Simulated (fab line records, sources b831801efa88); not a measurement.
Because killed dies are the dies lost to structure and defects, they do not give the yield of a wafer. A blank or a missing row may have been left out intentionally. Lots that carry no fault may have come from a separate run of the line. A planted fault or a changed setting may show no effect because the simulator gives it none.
fab line records	flow sky130
[record] lots = 15	wafers = 45	last_day = 49
route steps=708 shown CAP2M@604 VIA4@642 PASSIVATION@692
lots untouched by any fault: they come from a run of this same line in which no faults occurred
start_h: hours from the record's first day to the start of the lot's first wafer shown	wait_h: hours elapsed since this lot's preceding step	" the same as in the row above	L1.1+2: a row that stands for several wafers	- no value, or no start given	* or withheld: withheld	< > ~ a bound
route shown NAME@n: NAME is a module with steps in the file, n the number in the route of the first one	usual: mean/standard deviation taken from wafers without a fault	same: alike in all rows	chamber/n: place in a boat	sites: readings site by site	_std_site: standard deviation across them	_edge_site: inner sites' mean taken away from outer sites' mean	radius_mm: for every site, how far away it sits from the centre of the wafer	mask NAME#n: copy n	behind: the last tool/chamber to shape the wafer	hold: cause of the lot's hold/its duration in hours/its outcome	device: the transistor (n, p or np) that didn't switch	end of line: the route-end tests of the same wafers	a step with no rows: only its recipe	killed: dies that structure and defects cost at the first sort, which is not the same as the wafer's yield	map: shows each die of a wafer: x if killed, . if not, _ if none is there
set.NAME: the setting that was run; set.NAME@STEP: the one run at that earlier step	model.NAME: the simulator's own value behind a step, which no gauge read
the route's steps for a sample of lots (tables are steps, rows are wafers)
services: when a tool's chamber went out of use (start_h, in hours from the record's first day, below 0 if earlier), for how many hours, and the reason
[[steps]]
[step SKY_CAP2M_THK_MEAS_01]
[recipe] reads = SiO2_of_CAP2M_CVD_00
[usual] CAP2M_CVD_00_THK = 15.4/0.3
lot.wafer	tool	chamber	start_h	wait_h	CAP2M_CVD_00_THK[nm]
L567.2	film_metro-03	-	927.27	-	15.0
L567.3	"	-	"	"	15.2
L567.6	"	-	"	"	15.5
L569.2	film_metro-04	-	932.88	-	15.1
L569.3	"	-	"	"	14.9
L569.6	"	-	"	"	15.1
L570.3	film_metro-04	-	950.55	-	15.1
L570.4	"	-	"	"	15.3
L570.6	"	-	"	"	15.4
L572.1	film_metro-04	-	972.47	-	15.7
L572.2	"	-	"	"	15.5
L572.4	"	-	"	"	15.7
L575.2	film_metro-03	-	1001.58	-	14.9
L575.4	"	-	"	"	15.3
L575.6	"	-	"	"	15.2
L574.1	film_metro-03	-	1003.54	-	15.5
L574.4	"	-	"	"	16.0
L574.5	"	-	"	"	15.7
L577.3	film_metro-03	-	1004.10	-	15.1
L577.4	"	-	"	"	15.2
L577.5	"	-	"	"	15.2
L576.2	film_metro-03	-	1004.41	-	15.2
L576.4	"	-	"	"	16.0
L576.5	"	-	"	"	15.7
L579.1	film_metro-04	-	1014.94	-	15.3
L579.2	"	-	"	"	15.1
L579.6	"	-	"	"	15.3
L580.1	film_metro-01	-	1016.89	-	15.7
L580.2	"	-	"	"	15.2
L580.6	"	-	"	"	15.8
L581.1	film_metro-04	-	1023.92	-	15.8
L581.3	"	-	"	"	15.7
L581.6	"	-	"	"	15.6
L582.3	film_metro-01	-	1028.86	-	16.1
L582.4	"	-	"	"	15.8
L582.6	"	-	"	"	15.6
L587.1	film_metro-01	-	1062.22	-	15.0
L587.2	"	-	"	"	15.5
L587.6	"	-	"	"	15.0
L588.2	film_metro-03	-	1064.92	-	15.1
L588.3	"	-	"	"	15.4
L588.6	"	-	"	"	15.6
L589.2	film_metro-03	-	1066.62	-	14.9
L589.4	"	-	"	"	15.3
L589.5	"	-	"	"	15.2
[step SKY_VIA4_BOW_MEAS_03]
[recipe] mode = bow
[usual] VIA4_BOW = 80/7.8
lot.wafer	tool	chamber	start_h	wait_h	VIA4_BOW[um]
L567.2	film_metro-03	-	977.41	0.1	88
L567.3	"	-	"	"	86
L567.6	"	-	"	"	86
L569.2	film_metro-02	-	983.39	0.2	72
L569.3	"	-	"	"	94
L569.6	"	-	"	"	74
L570.3	film_metro-03	-	1000.07	0.2	63
L570.4	"	-	"	"	84
L570.6	"	-	"	"	76
L572.1	film_metro-03	-	1020.65	0.1	77
L572.2	"	-	"	"	101
L572.4	"	-	"	"	85
L575.2	film_metro-03	-	1048.87	0.2	79
L575.4	"	-	"	"	70
L575.6	"	-	"	"	75
L574.1	film_metro-03	-	1050.76	0.2	77
L574.4	"	-	"	"	90
L574.5	"	-	"	"	84
L577.3	film_metro-03	-	1051.54	0.1	76
L577.4	"	-	"	"	92
L577.5	"	-	"	"	76
L576.2	film_metro-02	-	1051.77	0.1	84
L576.4	"	-	"	"	86
L576.5	"	-	"	"	84
L579.1	film_metro-02	-	1061.65	0.2	70
L579.2	"	-	"	"	78
L579.6	"	-	"	"	64
L580.1	film_metro-01	-	1064.35	0.1	76
L580.2	"	-	"	"	77
L580.6	"	-	"	"	82
L581.1	film_metro-01	-	1070.10	0.1	79
L581.3	"	-	"	"	74
L581.6	"	-	"	"	66
L582.3	film_metro-02	-	1075.37	0.3	96
L582.4	"	-	"	"	80
L582.6	"	-	"	"	93
L587.1	film_metro-03	-	1104.65	0.1	85
L587.2	"	-	"	"	74
L587.6	"	-	"	"	80
L588.2	film_metro-03	-	1107.93	0.2	88
L588.3	"	-	"	"	87
L588.6	"	-	"	"	86
L589.2	film_metro-02	-	1109.97	0.1	79
L589.4	"	-	"	"	65
L589.5	"	-	"	"	69
[step SKY_VIA4_CMP_21]
[recipe] stop_on = SiO2	t_overpolish_s = 25	down_force_psi = 3.5	platen_rpm = 60	target_thk_nm = 0	pad_velocity_m_s = 0.94248
[usual] motor_current_A = 10.9/1	overpolish_run_s = 25.000/0.009	time_to_endpoint_s = 125/5.1
[same] t_overpolish_s = 25
lot.wafer	tool	chamber	start_h	wait_h	motor_current_A	overpolish_run_s	time_to_endpoint_s
L567.2	cmp-01	0	1001.20	0.1	11.4	25.010	126
L567.3	"	1	"	"	9.7	24.997	118
L567.6	"	3	"	"	11.1	25.011	117
L569.2	cmp-02	0	1007.79	0.2	11.1	24.984	121
L569.3	"	1	"	"	9.3	24.994	132
L569.6	"	2	"	"	11.7	24.996	123
L570.4	cmp-02	3	1024.36	0.1	10.7	25.001	122
L570.3	"	0	"	"	11.3	25.017	135
L570.6	"	1	"	"	9.2	24.995	133
L572.1	cmp-01	3	1043.83	0.1	11.3	24.992	126
L572.2	"	0	"	"	11.0	24.988	128
L572.4	"	1	"	"	9.9	25.004	127
L575.2	cmp-01	1	1071.18	0.0	9.9	25.005	119
L575.4	"	3	"	"	11.3	24.994	116
L575.6	"	1	"	"	9.6	24.993	120
L574.4	cmp-01	0	1072.83	0.0	11.2	25.002	129
L574.1	"	3	"	"	11.1	25.002	123
L574.5	"	1	"	"	9.8	25.016	124
L577.4	cmp-02	2	1073.63	0.0	12.1	24.991	126
L577.3	"	3	"	"	10.2	25.009	129
L577.5	"	3	"	"	10.4	24.988	119
L576.2	cmp-01	0	1074.17	0.1	10.8	25.015	130
L576.4	"	3	"	"	11.6	25.008	119
L576.5	"	0	"	"	11.4	25.005	126
L579.1	cmp-01	2	1083.38	0.1	12.2	25.000	122
L579.2	"	3	"	"	11.7	25.013	121
L579.6	"	3	"	"	11.4	24.996	124
L580.1	cmp-01	3	1086.28	0.1	11.7	25.005	118
L580.2	"	1	"	"	9.9	24.989	130
L580.6	"	3	"	"	11.7	25.024	127
L581.3	cmp-01	3	1091.88	0.1	11.0	25.015	125
L581.1	"	1	"	"	9.9	24.992	124
L581.6	"	3	"	"	11.7	24.985	125
L582.4	cmp-02	1	1097.27	0.2	9.6	24.995	126
L582.3	"	2	"	"	12.0	24.998	124
L582.6	"	3	"	"	10.7	25.011	112
L587.2	cmp-02	0	1125.58	0.0	10.8	25.002	128
L587.1	"	1	"	"	9.1	25.003	129
L587.6	"	1	"	"	9.4	24.994	133
L588.3	cmp-02	1	1128.68	0.0	8.4	24.999	130
L588.2	"	3	"	"	10.8	24.989	120
L588.6	"	2	"	"	12.1	24.997	116
L589.2	cmp-01	1	1130.73	0.0	10.0	25.007	129
L589.4	"	0	"	"	11.0	25.009	134
L589.5	"	1	"	"	9.7	25.000	127
[step SKY_PASSIVATION_ETCH_11]
[recipe] chemistry = CF4/O2	target_depth_nm = 725	stop_on = AlCu	source_w = 800	bias_w = 150	pressure_mtorr = 150	cf4_flow_sccm = 80	O2_flow_sccm = 10	time_s = 161.1
[usual] O2_flow_sccm = 10.00/0.032	bias_w = 150.1/0.52	chamber_pressure_mTorr = 150.02/0.13	drypump_motor_current_A = 5.8/0.46	oes_product_au = 0.975/0.008	throttle_valve_pct = 5.965/0.0094
lot.wafer	tool	chamber	start_h	wait_h	O2_flow_sccm	bias_w	chamber_pressure_mTorr	drypump_motor_current_A	oes_product_au	rf_hours_counter_h	throttle_valve_pct
L567.2	rie_diel-02	0	1048.04	-	9.97	150.2	149.94	5.9	0.963	2	5.957
L567.3	"	3	"	"	10.01	150.2	149.96	5.5	0.969	8	5.951
L567.6	"	2	"	"	10.03	150.1	149.90	5.4	0.964	-	5.963
L569.2	rie_diel-02	0	1054.24	-	9.99	149.8	149.92	5.8	0.968	3	5.949
L569.3	"	1	"	"	10.00	149.7	150.10	6.0	0.966	31	5.961
L569.6	"	0	"	"	9.92	150.9	150.11	5.8	0.980	-	5.969
L570.3	rie_diel-04	3	1068.94	-	10.00	149.9	150.30	5.8	0.977	11	5.969
L570.4	"	2	"	"	10.00	149.9	149.90	6.5	0.992	19	5.954
L570.6	"	0	"	"	10.01	149.8	150.20	6.2	0.972	-	5.962
L572.1	rie_diel-01	0	1086.64	-	9.98	150.3	150.03	4.9	0.983	10	5.945
L572.2	"	1	"	"	10.01	149.6	149.99	6.1	0.977	9	5.979
L572.4	"	2	"	"	10.02	150.8	149.93	5.8	0.981	19	5.965
L575.2	rie_diel-01	1	1113.34	-	10.00	150.3	150.12	6.1	0.960	9	5.969
L575.4	"	2	"	"	9.96	150.5	149.94	5.8	0.980	20	5.983
L575.6	"	3	"	"	10.00	150.3	149.88	5.4	0.994	-	5.984
L574.1	rie_diel-04	1	1115.78	-	10.01	149.6	149.85	6.2	0.978	13	5.961
L574.4	"	3	"	"	10.00	150.6	149.97	5.9	0.982	12	5.968
L574.5	"	3	"	"	9.98	149.9	150.01	5.9	0.975	-	5.954
L577.3	rie_diel-04	1	1116.44	-	10.01	149.4	150.17	6.2	0.973	13	5.958
L577.4	"	2	"	"	10.07	148.8	150.19	6.5	0.959	20	5.963
L577.5	"	2	"	"	10.07	149.1	150.02	6.5	0.980	-	5.958
L576.2	rie_diel-01	2	1116.74	-	10.02	150.2	149.89	5.8	0.967	20	5.947
L576.4	"	1	"	"	10.03	149.8	149.93	6.1	0.974	10	5.951
L576.5	"	3	"	"	10.02	149.8	150.16	5.4	0.985	-	5.965
L579.1	rie_diel-04	1	1124.34	-	9.98	151.2	150.13	6.2	0.974	13	5.964
L579.2	"	2	"	"	9.94	150.4	150.06	6.5	0.968	21	5.953
L579.6	"	1	"	"	9.96	150.1	149.91	6.2	0.961	-	5.963
L580.1	rie_diel-01	0	1127.39	-	-	-	-	-	-	-	-
L580.2	"	2	"	"	-	-	-	-	-	-	-
L580.6	"	1	"	"	-	-	-	-	-	-	-
L581.1	rie_diel-01	3	1132.49	-	-	-	-	-	-	-	-
L581.3	"	2	"	"	-	-	-	-	-	-	-
L581.6	"	1	"	"	-	-	-	-	-	-	-
L582.3	rie_diel-04	3	1138.83	-	-	-	-	-	-	-	-
L582.4	"	2	"	"	-	-	-	-	-	-	-
L582.6	"	3	"	"	-	-	-	-	-	-	-
L587.1	rie_diel-04	1	1162.84	-	10.00	149.3	150.16	6.2	0.970	15	5.962
L587.2	"	3	"	"	10.04	149.6	150.02	5.9	0.967	14	5.955
L587.6	"	0	"	"	10.04	149.7	150.07	6.2	0.973	-	5.981
L588.2	rie_diel-04	3	1165.99	-	9.97	149.3	150.43	5.8	0.973	15	5.959
L588.3	"	0	"	"	9.99	149.8	149.98	6.3	0.973	25	5.962
L588.6	"	1	"	"	9.99	149.7	149.98	6.2	0.988	-	5.986
L589.2	rie_diel-01	0	1167.33	-	10.00	149.6	150.03	4.9	0.976	13	5.983
L589.4	"	1	"	"	10.02	149.8	150.15	6.1	0.974	12	5.968
L589.5	"	0	"	"	9.98	150.2	150.30	4.9	0.986	-	5.966
[step SKY_PASSIVATION_STRIP_12]
[recipe] chemistry = O2/N2	power_w = 1400	pressure_mtorr = 1500	platen_temp_c = withheld	overash_fraction = 0.7	o2_flow_sccm = 3000	n2_flow_sccm = 300
[usual] chamber_pressure_mTorr = 1499.9/1.6	drypump_motor_current_A = 5.6/0.58	oes_product_au = 0.661/0.0049	strip_time_to_endpoint_s = 31.47/0.17
lot.wafer	tool	chamber	start_h	wait_h	chamber_pressure_mTorr	drypump_motor_current_A	oes_product_au	rf_hours_counter_h	strip_time_to_endpoint_s
L567.2	plasma_asher-04	0	1048.14	0.1	1499.4	6.7	0.663	27	31.23
L567.3	"	0	"	"	1500.0	6.7	0.655	-	31.01
L567.6	"	0	"	"	1500.2	6.7	0.661	-	31.33
L569.2	plasma_asher-02	1	1054.34	0.1	1500.0	5.9	0.660	123	31.46
L569.3	"	0	"	"	1501.6	5.1	0.656	-	31.43
L569.6	"	0	"	"	1498.0	5.1	0.662	-	31.41
L570.3	plasma_asher-03	1	1069.08	0.1	1496.7	5.4	0.663	-	31.76
L570.4	"	0	"	"	1497.5	5.8	0.667	-	31.49
L570.6	"	1	"	"	1497.4	5.4	0.663	-	31.76
L572.1	plasma_asher-03	1	1086.74	0.1	1500.0	5.5	0.663	67	31.38
L572.2	"	0	"	"	1498.5	5.8	0.656	67	31.57
L572.4	"	0	"	"	1498.8	5.8	0.657	-	31.67
L575.2	plasma_asher-02	1	1113.44	0.1	1500.4	5.9	0.661	5	31.63
L575.4	"	1	"	"	1501.5	5.9	0.662	-	31.64
L575.6	"	1	"	"	1499.8	5.9	0.662	-	31.41
L574.1	plasma_asher-02	1	1115.89	0.1	1497.6	5.9	0.653	5	31.46
L574.4	"	1	"	"	1499.5	5.9	0.662	-	31.36
L574.5	"	0	"	"	1498.3	5.1	0.664	-	31.51
L577.3	plasma_asher-04	1	1116.58	0.1	1498.3	4.7	0.661	-	31.30
L577.4	"	0	"	"	1501.2	6.7	0.663	-	31.37
L577.5	"	1	"	"	1499.5	4.7	0.661	-	31.35
L576.2	plasma_asher-03	0	1116.84	0.1	1498.6	5.8	0.668	70	31.85
L576.4	"	0	"	"	1501.5	5.8	0.661	-	31.85
L576.5	"	1	"	"	1499.4	5.5	0.653	-	31.61
L579.1	plasma_asher-02	0	1124.44	0.1	1500.0	5.1	0.659	6	31.48
L579.2	"	1	"	"	1497.9	5.9	0.664	6	31.47
L579.6	"	0	"	"	1498.1	5.1	0.660	-	31.46
L580.1	plasma_asher-03	0	1127.49	0.1	1500.8	5.8	0.667	71	36.94
L580.2	"	1	"	"	1501.2	5.5	0.664	71	36.91
L580.6	"	0	"	"	1501.3	5.8	0.668	-	36.85
L581.1	plasma_asher-02	0	1132.59	0.1	1503.5	5.1	0.675	7	36.83
L581.3	"	0	"	"	1503.0	5.1	0.670	-	36.97
L581.6	"	1	"	"	1498.6	5.9	0.661	-	36.88
L582.3	plasma_asher-04	1	1138.97	0.1	1498.1	4.7	0.671	-	37.04
L582.4	"	0	"	"	1499.8	6.7	0.659	-	37.05
L582.6	"	1	"	"	1500.3	4.7	0.671	-	36.97
L587.1	plasma_asher-04	0	1162.94	0.1	1499.4	6.6	0.667	38	31.20
L587.2	"	1	"	"	1501.9	4.7	0.670	38	31.40
L587.6	"	1	"	"	1500.7	4.7	0.665	-	31.45
L588.2	plasma_asher-02	0	1166.09	0.1	1501.1	5.1	0.668	10	31.59
L588.3	"	0	"	"	1500.4	5.1	0.655	-	31.49
L588.6	"	0	"	"	1499.3	5.1	0.659	-	31.29
L589.2	plasma_asher-04	1	1167.44	0.1	1498.9	4.7	0.659	39	31.47
L589.4	"	1	"	"	1501.6	4.7	0.653	-	31.85
L589.5	"	0	"	"	1498.1	6.7	0.661	-	31.56
[[services]]
tool	chamber	start_h	hours	kind
cmp-02	-	989.26	4.9	repair
cmp-01	-	990.66	0.4	repair
rie_diel-04	1	995.31	19.5	repair
rie_diel-04	2	995.54	33.2	repair
rie_diel-04	0	997.77	1.8	repair
rie_diel-01	2	1007.16	2.5	repair
rie_diel-01	2	1010.12	1.7	repair
rie_diel-02	-	1021.77	14.6	pm
rie_diel-04	3	1027.92	6.6	repair
plasma_asher-02	-	1055.25	9.0	pm
plasma_asher-02	0	1055.25	9.0	vent_cycle
plasma_asher-02	1	1055.25	9.0	vent_cycle
plasma_asher-02	0	1064.25	-	clean
plasma_asher-02	1	1064.25	-	clean
rie_diel-02	1	1080.51	-	clean
rie_diel-02	1	1080.51	25.2	scheduled_down
rie_diel-02	1	1080.51	25.2	vent_cycle
rie_diel-01	-	1081.69	0.7	repair
cmp-02	-	1085.36	4.0	pm
cmp-02	-	1089.36	-	consumable_replace:conditioner
cmp-02	-	1089.36	-	consumable_replace:pad
cmp-02	-	1120.67	3.1	repair
rie_diel-04	0	1131.22	8.2	repair
cmp-02	-	1151.13	3.9	pm
[[key]]
[first_sign] step = SKY_PASSIVATION_ETCH_11	reading = tool_record	direction = missing
[effect] step = SKY_PASSIVATION_STRIP_12	reading = strip_time_to_endpoint_s	direction = up	sigmas = 32	usual = *	struck = *
met_at SKY_PASSIVATION_ETCH_11
struck_lots L580,L581,L582
later_rows_left_out L580.1,L580.2,L580.6,L581.1,L581.3,L581.6,L582.3,L582.4,L582.6
sort_left_out L580.1,L580.2,L580.6,L581.1,L581.3,L581.6,L582.3,L582.4,L582.6
not_acting_at SKY_CAP2M_THK_MEAS_01,SKY_VIA4_BOW_MEAS_03,SKY_VIA4_CMP_21
onset_between 1124.34 1127.39
[fault] kind = skipped_step_whole	tool = rie_diel-01,rie_diel-04	chamber = -	onset_h = 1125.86	steps = SKY_PASSIVATION_ETCH_11	scope = struck_lots_only
// sort_left_out: the simulated sort isn't trusted on such a fault, so these wafers' sort isn't shown, and their yield isn't known
// later_rows_left_out: the simulator's readings of these wafers behind a module that went badly wrong aren't trusted and aren't shown, but for the sort
